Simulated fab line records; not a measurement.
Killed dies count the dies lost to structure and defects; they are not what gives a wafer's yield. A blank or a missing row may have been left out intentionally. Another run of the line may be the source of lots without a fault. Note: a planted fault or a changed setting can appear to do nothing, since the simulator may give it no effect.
The tool behind it: which one? | flow sky130 | 36 wafers from 12 lots sampled at 5 of the route's 708 steps

== WHAT THE GAUGES READ, wafer by wafer ==
SKY_POLY_GATE_OVL_MEAS_14. Usual: for POLY_GATE_OVL the level is -2 nm and the standard deviation is 4.8.
lot  | measured     | on         | POLY_GATE_OVL (nm) | flag
L305 | day 18 08:28 | overlay-01 | 1 -9 -8            |
L303 | day 18 13:01 | overlay-02 | 0 1 -9             |
L304 | day 18 19:22 | overlay-02 | 1 -5 -9            |
L307 | day 19 06:05 | overlay-02 | 11 2 2             |
L308 | day 19 10:11 | overlay-01 | 22 22 18 23 19 18  | OFF
L309 | day 19 22:53 | overlay-01 | 33 28 33 30 28 30  | OFF
L312 | day 20 21:34 | overlay-01 | 33 30 34 29 27 31  | OFF
L313 | day 21 06:22 | overlay-01 | 5 2 0              |
L315 | day 21 21:28 | overlay-02 | 3 -8 -1            |
L320 | day 23 18:49 | overlay-02 | 11 -4 1            |
L321 | day 24 07:56 | overlay-02 | 2 2 -2             |
L322 | day 24 09:14 | overlay-01 | 2 2 1              |

SKY_SD_N_CD_MEAS_07 targets a cd of 380 nm. Usual: cd_nm 379.6 nm, standard deviation 2.9.
lot  | measured     | on        | cd_nm (nm)        | flag
L305 | day 29 16:41 | cd_sem-01 | 376.6 374.5 375.0 |
L303 | day 29 21:35 | cd_sem-02 | 381.2 384.5 382.4 |
L304 | day 30 02:38 | cd_sem-02 | 382.8 381.3 381.3 |
L307 | day 30 11:17 | cd_sem-02 | 382.7 381.3 379.6 |
L308 | day 30 15:46 | cd_sem-02 | 379.6 380.5 380.3 |
L309 | day 31 02:11 | cd_sem-01 | 376.2 377.1 373.8 |
L312 | day 31 22:33 | cd_sem-02 | 379.7 379.7 380.8 |
L313 | day 32 08:53 | cd_sem-01 | 383.0 384.7 383.4 |
L315 | day 32 19:28 | cd_sem-01 | 381.0 379.2 380.5 |
L320 | day 34 11:23 | cd_sem-02 | 379.6 379.1 380.9 |
L321 | day 34 23:58 | cd_sem-02 | 377.9 380.9 378.1 |
L322 | day 35 05:39 | cd_sem-02 | 373.9 376.6 375.8 |

== EACH LOT AND THE TOOL THAT RAN IT (in order: tool; ch and the chambers of the sampled wafers; start) ==
lot  | SKY_FIELD_ISO_STRIP_16              | SKY_POLY_GATE_EXPOSE_10           | SKY_LDD_HVP_STRIP_09
L305 | plasma_asher-04 ch 0,1, day 3 03:55 | krf_scanner-01 ch 0, day 17 17:20 | plasma_asher-02 ch 0,1, day 23 14:35
L303 | plasma_asher-02 ch 0,1, day 3 04:04 | krf_scanner-01 ch 0, day 17 22:13 | plasma_asher-04 ch 0,1, day 23 18:38
L304 | plasma_asher-04 ch 0,1, day 3 04:25 | krf_scanner-01 ch 0, day 18 04:18 | plasma_asher-01 ch 0,1, day 24 01:14
L307 | plasma_asher-04 ch 0,1, day 3 12:40 | krf_scanner-01 ch 0, day 18 15:32 | plasma_asher-04 ch 0,1, day 24 09:52
L308 | plasma_asher-01 ch 0,1, day 3 17:29 | krf_scanner-01 ch 0, day 18 19:14 | plasma_asher-04 ch 0,1, day 24 14:25
L309 | plasma_asher-04 ch 0,1, day 3 20:59 | krf_scanner-01 ch 0, day 19 07:56 | plasma_asher-04 ch 0,1, day 25 02:31
L312 | plasma_asher-04 ch 0,1, day 4 16:19 | krf_scanner-01 ch 0, day 20 06:55 | plasma_asher-04 ch 1, day 26 01:35
L313 | plasma_asher-01 ch 0,1, day 4 19:31 | krf_scanner-02 ch 0, day 20 15:31 | plasma_asher-04 ch 0,1, day 26 09:17
L315 | plasma_asher-01 ch 0,1, day 5 07:37 | krf_scanner-02 ch 0, day 21 05:55 | plasma_asher-04 ch 0,1, day 26 23:05
L320 | plasma_asher-02 ch 0,1, day 6 08:22 | krf_scanner-02 ch 0, day 23 03:40 | plasma_asher-01 ch 0,1, day 28 17:17
L321 | plasma_asher-02 ch 0,1, day 6 14:19 | krf_scanner-02 ch 0, day 23 17:10 | plasma_asher-01 ch 0,1, day 29 06:02
L322 | plasma_asher-02 ch 0,1, day 6 18:40 | krf_scanner-02 ch 0, day 23 18:39 | plasma_asher-01 ch 0,1, day 29 09:31
- SKY_FIELD_ISO_STRIP_16: strips in O2/N2.
- SKY_POLY_GATE_EXPOSE_10: exposes mask P1M, target cd 150 nm.
- SKY_LDD_HVP_STRIP_09: strips in O2/N2.

== WHAT THE TOOLS THEMSELVES READ (means of the sampled wafers that have a number; where no wafer has one, the mark that the record gives instead) ==
SKY_FIELD_ISO_STRIP_16. Usual: drypump_motor_current_A 6.1 A, standard deviation 0.47; o2_flow_sccm 2997 sccm, standard deviation 8.2; oes_product_au 0.378 a.u., standard deviation 0.0049; strip_time_to_endpoint_s 3.55 s, standard deviation 0.041.
lot  | tool            | drypump_motor_current_A (A) | o2_flow_sccm (sccm) | oes_product_au (a.u.) | strip_time_to_endpoint_s (s) | flag
L305 | plasma_asher-04 | 6.5                         | 2997                | 0.375                 | 3.52                         |
L303 | plasma_asher-02 | 5.8                         | 2998                | 0.376                 | 3.55                         |
L304 | plasma_asher-04 | 6.6                         | 2999                | 0.378                 | 3.53                         |
L307 | plasma_asher-04 | 6.5                         | 2991                | 0.380                 | 3.58                         |
L308 | plasma_asher-01 | 6.1                         | 2999                | 0.377                 | 3.57                         |
L309 | plasma_asher-04 | 6.6                         | 2998                | 0.377                 | 3.53                         |
L312 | plasma_asher-04 | 6.5                         | 3006                | 0.373                 | 3.54                         |
L313 | plasma_asher-01 | 6.1                         | 2996                | 0.376                 | 3.52                         |
L315 | plasma_asher-01 | 6.1                         | 2993                | 0.376                 | 3.52                         |
L320 | plasma_asher-02 | 5.6                         | 3002                | 0.382                 | 3.56                         |
L321 | plasma_asher-02 | 5.8                         | 3005                | 0.382                 | 3.56                         |
L322 | plasma_asher-02 | 5.8                         | 2997                | 0.377                 | 3.54                         |

SKY_POLY_GATE_EXPOSE_10. Usual: focus_offset_nm 0.1 nm, standard deviation 0.51.
lot  | tool           | focus_offset_nm (nm) | flag
L305 | krf_scanner-01 | -0.1                 |
L303 | krf_scanner-01 | 0.1                  |
L304 | krf_scanner-01 | 0.3                  |
L307 | krf_scanner-01 | 0.2                  |
L308 | krf_scanner-01 | -0.3                 |
L309 | krf_scanner-01 | 0.3                  |
L312 | krf_scanner-01 | 0.1                  |
L313 | krf_scanner-02 | 0.8                  |
L315 | krf_scanner-02 | -0.0                 |
L320 | krf_scanner-02 | -0.3                 |
L321 | krf_scanner-02 | 0.1                  |
L322 | krf_scanner-02 | 0.8                  |

SKY_LDD_HVP_STRIP_09. Usual: drypump_motor_current_A 6.2 A, standard deviation 0.46; o2_flow_sccm 3000 sccm, standard deviation 8; oes_product_au 0.408 a.u., standard deviation 0.0048; strip_time_to_endpoint_s 4.139 s, standard deviation 0.015.
lot  | tool            | drypump_motor_current_A (A) | o2_flow_sccm (sccm) | oes_product_au (a.u.) | strip_time_to_endpoint_s (s) | flag
L305 | plasma_asher-02 | 5.8                         | 2993                | 0.405                 | 4.144                        |
L303 | plasma_asher-04 | 6.5                         | 2995                | 0.403                 | 4.135                        |
L304 | plasma_asher-01 | 6.1                         | 3000                | 0.411                 | 4.145                        |
L307 | plasma_asher-04 | 6.5                         | 3003                | 0.404                 | 4.131                        |
L308 | plasma_asher-04 | 6.6                         | 2998                | 0.410                 | 4.146                        |
L309 | plasma_asher-04 | 6.6                         | 3004                | 0.409                 | 4.139                        |
L312 | plasma_asher-04 | 6.8                         | 3006                | 0.408                 | 4.134                        |
L313 | plasma_asher-04 | 6.5                         | 2995                | 0.408                 | 4.160                        |
L315 | plasma_asher-04 | 6.5                         | 3001                | 0.404                 | 4.123                        |
L320 | plasma_asher-01 | 5.9                         | 3002                | 0.409                 | 4.124                        |
L321 | plasma_asher-01 | 6.1                         | 3001                | 0.411                 | 4.123                        |
L322 | plasma_asher-01 | 5.9                         | 3001                | 0.403                 | 4.130                        |

== THE ANSWER, worked out from the rows above alone ==
Rule: lot off if the mean of its wafers having a number is beyond 3 standard deviations from the usual mean. A lot without any number at a reading at which 4 lots or more have one is off too. Any other lot the step has rows for is counted as sound. The gauges are gone through in route order, then the tools' own readings, and for those a lot's mean is taken as printed above. At the first step where some lot is off, the reading lying furthest off is the one used; lots without a number count as furthest.
Off: L308, L309, L312, at SKY_POLY_GATE_OVL_MEAS_14 (POLY_GATE_OVL).
A tool fits if, at a process step before that reading, it ran every lot that is off, and no sound lot after the first of them. The gauges at SKY_POLY_GATE_OVL_MEAS_14 are tried like those tools. One fits: SKY_POLY_GATE_EXPOSE_10 on krf_scanner-01. Its last sound lot is L307 (day 18 15:32), its first lot that is off L308 (day 18 19:14): a fault that began between those two fits.

== WHAT THE SIMULATOR HAD INSERTED ==
Scanner matching overlay: krf_scanner-01, from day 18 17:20 on, at SKY_POLY_GATE_EXPOSE_10. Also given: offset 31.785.
Struck lots among those shown: L308, L309, L312. The rule given above showed the same thing.
